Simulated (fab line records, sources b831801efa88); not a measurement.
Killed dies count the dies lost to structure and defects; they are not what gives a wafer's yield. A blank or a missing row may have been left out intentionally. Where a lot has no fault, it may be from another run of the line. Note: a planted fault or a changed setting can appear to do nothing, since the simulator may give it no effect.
What tool caused it? / flow gf180mcu / 11 lots with 33 wafers sampled at 2 steps, on a route of 602 steps

WHAT THE GAUGES SHOWED, per wafer
GF_V5_THK_MEAS_03.
lot=L376; measured=day 25 23:46; on=film-metro-02; V5_CVD_02_THK (nm)=1474 1487 1471
lot=L377; measured=day 27 03:50; on=film-metro-02; V5_CVD_02_THK (nm)=1423 1469 1476
lot=L378; measured=day 27 11:04; on=film-metro-04; V5_CVD_02_THK (nm)=1446 1436 1496
lot=L379; measured=day 27 13:47; on=film-metro-02; V5_CVD_02_THK (nm)=1446 1427 1477
lot=L381; measured=day 28 01:19; on=film-metro-02; V5_CVD_02_THK (nm)=1417 1438 1468
lot=L388; measured=day 29 21:52; on=film-metro-02; V5_CVD_02_THK (nm)=1471 1446 1495
lot=L392; measured=day 31 02:12; on=film-metro-04; V5_CVD_02_THK (nm)=1467 1474 1496
lot=L393; measured=day 31 14:19; on=film-metro-02; V5_CVD_02_THK (nm)=1447 1475 1470
lot=L397; measured=day 32 15:08; on=film-metro-02; V5_CVD_02_THK (nm)=1439 1472 1465
lot=L398; measured=day 32 15:58; on=film-metro-04; V5_CVD_02_THK (nm)=1443 1485 1472
lot=L399; measured=day 32 18:32; on=film-metro-02; V5_CVD_02_THK (nm)=1446 1422 1471

EACH LOT AND THE TOOL THAT RAN IT (in order: tool; ch and the chambers of the sampled wafers; start)
lot=L376; GF_M5_ETCH_09=rie-diel-02 ch 1,2,3, day 25 22:49
lot=L377; GF_M5_ETCH_09=rie-diel-02 ch 0,2,3, day 27 02:55
lot=L378; GF_M5_ETCH_09=rie-diel-04 ch 0,1,3, day 27 10:08
lot=L379; GF_M5_ETCH_09=rie-diel-04 ch 1,2,3, day 27 12:51
lot=L381; GF_M5_ETCH_09=rie-diel-03 ch 1,2, day 28 00:26
lot=L388; GF_M5_ETCH_09=rie-diel-04 ch 0,1, day 29 20:57
lot=L392; GF_M5_ETCH_09=rie-diel-04 ch 0,1, day 31 01:16
lot=L393; GF_M5_ETCH_09=rie-diel-03 ch 1,2,3, day 31 13:26
lot=L397; GF_M5_ETCH_09=rie-diel-04 ch 0,2, day 32 14:15
lot=L398; GF_M5_ETCH_09=rie-diel-03 ch 1,2,3, day 32 14:58
lot=L399; GF_M5_ETCH_09=rie-diel-02 ch 1,2,3, day 32 17:39
- GF_M5_ETCH_09: etches Si3N4 in CF4/O2, target depth 52 nm, time 11.6 s.

AS READ BY THE TOOLS THEMSELVES (means over the sampled wafers that have a number; for cases with no such wafer, the mark the record gives instead)
GF_M5_ETCH_09.
lot=L376; tool=rie-diel-02; bias-w (W)=150.0; cf4-flow-sccm (sccm)=80.07; drypump-motor-current-A (A)=6.0; oes-product-au (a.u.)=0.998; throttle-valve-pct (%)=5.973
lot=L377; tool=rie-diel-02; bias-w (W)=149.8; cf4-flow-sccm (sccm)=79.88; drypump-motor-current-A (A)=5.8; oes-product-au (a.u.)=0.996; throttle-valve-pct (%)=5.965
lot=L378; tool=rie-diel-04; bias-w (W)=149.9; cf4-flow-sccm (sccm)=79.81; drypump-motor-current-A (A)=5.7; oes-product-au (a.u.)=0.984; throttle-valve-pct (%)=5.962
lot=L379; tool=rie-diel-04; bias-w (W)=150.0; cf4-flow-sccm (sccm)=79.92; drypump-motor-current-A (A)=6.0; oes-product-au (a.u.)=1.005; throttle-valve-pct (%)=5.973
lot=L381; tool=rie-diel-03; bias-w (W)=150.6; cf4-flow-sccm (sccm)=79.91; drypump-motor-current-A (A)=5.8; oes-product-au (a.u.)=1.008; throttle-valve-pct (%)=5.976
lot=L388; tool=rie-diel-04; bias-w (W)=150.0; cf4-flow-sccm (sccm)=79.99; drypump-motor-current-A (A)=5.8; oes-product-au (a.u.)=0.992; throttle-valve-pct (%)=5.971
lot=L392; tool=rie-diel-04; bias-w (W)=149.5; cf4-flow-sccm (sccm)=79.93; drypump-motor-current-A (A)=6.0; oes-product-au (a.u.)=1.001; throttle-valve-pct (%)=5.975
lot=L393; tool=rie-diel-03; bias-w (W)=149.9; cf4-flow-sccm (sccm)=79.86; drypump-motor-current-A (A)=5.6; oes-product-au (a.u.)=1.014; throttle-valve-pct (%)=5.970
lot=L397; tool=rie-diel-04; bias-w (W)=150.2; cf4-flow-sccm (sccm)=80.07; drypump-motor-current-A (A)=6.2; oes-product-au (a.u.)=1.008; throttle-valve-pct (%)=5.972
lot=L398; tool=rie-diel-03; bias-w (W)=149.8; cf4-flow-sccm (sccm)=79.91; drypump-motor-current-A (A)=5.6; oes-product-au (a.u.)=1.002; throttle-valve-pct (%)=5.972
lot=L399; tool=rie-diel-02; bias-w (W)=150.0; cf4-flow-sccm (sccm)=79.91; drypump-motor-current-A (A)=6.0; oes-product-au (a.u.)=1.005; throttle-valve-pct (%)=5.965

THE ANSWER, worked out from the rows above alone
Rule: usual is defined by the lots themselves. Put in order of their means at a reading, lots are off if they are a third of the lots or fewer, leave a main group of 4 or more, and stand apart from it by a gap of 3 or more times the standard deviation of the main group's means; of several such gaps the widest counts. If all means in a main group match to the digits the tables above print for the reading, that group is not used. A lot without any number at a reading at which 4 lots or more have one is off too. Where the step has rows for the other lots, those lots are counted as sound. Order of review: gauges by route order, followed by the tools' own readings, for which a lot's mean as printed above is used. The first step at which some lot is off is used, and at that step the reading that is off furthest; a lot without a number counts as furthest.
Nothing can be told from this: no lot is off at any reading shown.

WHAT THE SIMULATOR PUT IN
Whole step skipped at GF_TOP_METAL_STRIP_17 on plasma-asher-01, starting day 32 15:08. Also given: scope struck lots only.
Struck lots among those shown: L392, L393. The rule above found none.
